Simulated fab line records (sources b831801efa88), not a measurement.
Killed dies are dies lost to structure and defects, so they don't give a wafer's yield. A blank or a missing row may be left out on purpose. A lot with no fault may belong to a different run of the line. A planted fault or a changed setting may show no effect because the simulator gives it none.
Commonality check across tools :: flow sky130 :: 30 wafers sampled across 10 lots

REASON FOR OPENING
4 of 10 lots carry a flag on the reading SD_N_TW at SKY_SD_N_TW_MEAS_12. Wafers without a fault read 3973, standard deviation 52.
Rule: a lot is flagged when every wafer of it that has a number lies more than 4 standard deviations from that mean, or none has a number. All remaining lots are regarded as sound.

lot: L638
measured: day 27 18:33
on: film metro-02
SD_N_TW, wafer by wafer: 3875 3898 3884
flag: 

lot: L639
measured: day 28 00:22
on: film metro-03
SD_N_TW, wafer by wafer: 3994 4013 4007
flag: 

lot: L640
measured: day 28 08:53
on: film metro-01
SD_N_TW, wafer by wafer: 3956 3975 3952
flag: 

lot: L641
measured: day 28 18:19
on: film metro-01
SD_N_TW, wafer by wafer: 3970 3967 3946
flag: 

lot: L642
measured: day 29 04:13
on: film metro-03
SD_N_TW, wafer by wafer: 4043 4057 4027
flag: 

lot: L643
measured: day 29 15:43
on: film metro-01
SD_N_TW, wafer by wafer: 3932 3954 3926
flag: 

lot: L649
measured: day 31 14:48
on: film metro-03
SD_N_TW, wafer by wafer: 4505 4526 4521
flag: FLAGGED

lot: L650
measured: day 32 02:54
on: film metro-02
SD_N_TW, wafer by wafer: 4374 4369 4367
flag: FLAGGED

lot: L651
measured: day 32 11:25
on: film metro-01
SD_N_TW, wafer by wafer: 4456 4455 4457
flag: FLAGGED

lot: L652
measured: day 32 14:03
on: film metro-01
SD_N_TW, wafer by wafer: 4457 4446 4464
flag: FLAGGED
On average the flagged lots' numbers are 4450, which is +477 against the usual, or +9 standard deviations.

TOOL THAT RAN EACH LOT
The record holds 4 process steps before the reading, out of a route of 708 steps. Read each cell as the tool, then ch plus the chambers that the sampled wafers visited, then the start.
lot: L638
flag: 
SKY_LDD_LDN_STRIP_12: plasma asher-02 ch 0,1, day 22 18:20
SKY_RES_XHIGH_STRIP_08: plasma asher-02 ch 0,1, day 26 13:02
SKY_SD_N_IMPLANT_09: implanter-04 ch 0, day 27 18:09
SKY_SD_N_STRIP_11: plasma asher-01 ch 0,1, day 27 18:27

lot: L639
flag: 
SKY_LDD_LDN_STRIP_12: plasma asher-04 ch 0, day 22 23:56
SKY_RES_XHIGH_STRIP_08: plasma asher-01 ch 0,1, day 26 19:17
SKY_SD_N_IMPLANT_09: implanter-03 ch 0, day 27 23:58
SKY_SD_N_STRIP_11: plasma asher-01 ch 0,1, day 28 00:15

lot: L640
flag: 
SKY_LDD_LDN_STRIP_12: plasma asher-01 ch 0,1, day 23 09:44
SKY_RES_XHIGH_STRIP_08: plasma asher-01 ch 0,1, day 27 04:05
SKY_SD_N_IMPLANT_09: implanter-04 ch 0, day 28 08:29
SKY_SD_N_STRIP_11: plasma asher-01 ch 0,1, day 28 08:47

lot: L641
flag: 
SKY_LDD_LDN_STRIP_12: plasma asher-02 ch 0,1, day 23 21:44
SKY_RES_XHIGH_STRIP_08: plasma asher-01 ch 0,1, day 27 14:07
SKY_SD_N_IMPLANT_09: implanter-03 ch 0, day 28 17:55
SKY_SD_N_STRIP_11: plasma asher-02 ch 0,1, day 28 18:12

lot: L642
flag: 
SKY_LDD_LDN_STRIP_12: plasma asher-02 ch 0,1, day 24 05:52
SKY_RES_XHIGH_STRIP_08: plasma asher-02 ch 0,1, day 27 23:26
SKY_SD_N_IMPLANT_09: implanter-02 ch 0, day 29 03:51
SKY_SD_N_STRIP_11: plasma asher-01 ch 0,1, day 29 04:08

lot: L643
flag: 
SKY_LDD_LDN_STRIP_12: plasma asher-04 ch 0,1, day 24 18:01
SKY_RES_XHIGH_STRIP_08: plasma asher-03 ch 0,1, day 28 11:14
SKY_SD_N_IMPLANT_09: implanter-04 ch 0, day 29 15:19
SKY_SD_N_STRIP_11: plasma asher-02 ch 0,1, day 29 15:36

lot: L649
flag: FLAGGED
SKY_LDD_LDN_STRIP_12: plasma asher-02 ch 0,1, day 26 19:14
SKY_RES_XHIGH_STRIP_08: plasma asher-03 ch 0,1, day 30 10:29
SKY_SD_N_IMPLANT_09: implanter-04 ch 0, day 31 14:24
SKY_SD_N_STRIP_11: plasma asher-01 ch 0, day 31 14:42

lot: L650
flag: FLAGGED
SKY_LDD_LDN_STRIP_12: plasma asher-01 ch 0,1, day 27 07:49
SKY_RES_XHIGH_STRIP_08: plasma asher-03 ch 0,1, day 30 22:53
SKY_SD_N_IMPLANT_09: implanter-04 ch 0, day 32 02:30
SKY_SD_N_STRIP_11: plasma asher-02 ch 0,1, day 32 02:48

lot: L651
flag: FLAGGED
SKY_LDD_LDN_STRIP_12: plasma asher-01 ch 0,1, day 27 17:37
SKY_RES_XHIGH_STRIP_08: plasma asher-01 ch 0,1, day 31 07:32
SKY_SD_N_IMPLANT_09: implanter-03 ch 0, day 32 11:03
SKY_SD_N_STRIP_11: plasma asher-02 ch 0,1, day 32 11:20

lot: L652
flag: FLAGGED
SKY_LDD_LDN_STRIP_12: plasma asher-02 ch 0,1, day 27 19:23
SKY_RES_XHIGH_STRIP_08: plasma asher-01 ch 0,1, day 31 09:55
SKY_SD_N_IMPLANT_09: implanter-04 ch 0, day 32 13:39
SKY_SD_N_STRIP_11: plasma asher-04 ch 1, day 32 13:57
What these steps do:
- SKY_LDD_LDN_STRIP_12: strips in O2/N2.
- SKY_RES_XHIGH_STRIP_08: strips in O2/N2.
- SKY_SD_N_IMPLANT_09
- SKY_SD_N_STRIP_11: strips in O2/N2.
- SKY_SD_N_TW_MEAS_12

FLAGGED AGAINST TOTAL, ONE TOOL AT A TIME (gauges that did the reading follow at the end)
step: SKY_LDD_LDN_STRIP_12
tool: plasma asher-01
lots run: 3
flagged: 2
share of the flagged lots: some
sound lots run after its first flagged lot: 0

step: SKY_LDD_LDN_STRIP_12
tool: plasma asher-02
lots run: 5
flagged: 2
share of the flagged lots: some
sound lots run after its first flagged lot: 0

step: SKY_LDD_LDN_STRIP_12
tool: plasma asher-04
lots run: 2
flagged: 0
share of the flagged lots: none
sound lots run after its first flagged lot: -

step: SKY_RES_XHIGH_STRIP_08
tool: plasma asher-01
lots run: 5
flagged: 2
share of the flagged lots: some
sound lots run after its first flagged lot: 0

step: SKY_RES_XHIGH_STRIP_08
tool: plasma asher-02
lots run: 2
flagged: 0
share of the flagged lots: none
sound lots run after its first flagged lot: -

step: SKY_RES_XHIGH_STRIP_08
tool: plasma asher-03
lots run: 3
flagged: 2
share of the flagged lots: some
sound lots run after its first flagged lot: 0

step: SKY_SD_N_IMPLANT_09
tool: implanter-02
lots run: 1
flagged: 0
share of the flagged lots: none
sound lots run after its first flagged lot: -

step: SKY_SD_N_IMPLANT_09
tool: implanter-03
lots run: 3
flagged: 1
share of the flagged lots: some
sound lots run after its first flagged lot: 0

step: SKY_SD_N_IMPLANT_09
tool: implanter-04
lots run: 6
flagged: 3
share of the flagged lots: some
sound lots run after its first flagged lot: 0

step: SKY_SD_N_STRIP_11
tool: plasma asher-01
lots run: 5
flagged: 1
share of the flagged lots: some
sound lots run after its first flagged lot: 0

step: SKY_SD_N_STRIP_11
tool: plasma asher-02
lots run: 4
flagged: 2
share of the flagged lots: some
sound lots run after its first flagged lot: 0

step: SKY_SD_N_STRIP_11
tool: plasma asher-04
lots run: 1
flagged: 1
share of the flagged lots: some
sound lots run after its first flagged lot: 0

step: SKY_SD_N_TW_MEAS_12
tool: film metro-01
lots run: 5
flagged: 2
share of the flagged lots: some
sound lots run after its first flagged lot: 0

step: SKY_SD_N_TW_MEAS_12
tool: film metro-02
lots run: 2
flagged: 1
share of the flagged lots: some
sound lots run after its first flagged lot: 0

step: SKY_SD_N_TW_MEAS_12
tool: film metro-03
lots run: 3
flagged: 1
share of the flagged lots: some
sound lots run after its first flagged lot: 0

WHAT THE TABLE ALLOWS
No row of the table ran every flagged lot.

WHAT HAD BEEN PUT IN BY THE SIMULATOR
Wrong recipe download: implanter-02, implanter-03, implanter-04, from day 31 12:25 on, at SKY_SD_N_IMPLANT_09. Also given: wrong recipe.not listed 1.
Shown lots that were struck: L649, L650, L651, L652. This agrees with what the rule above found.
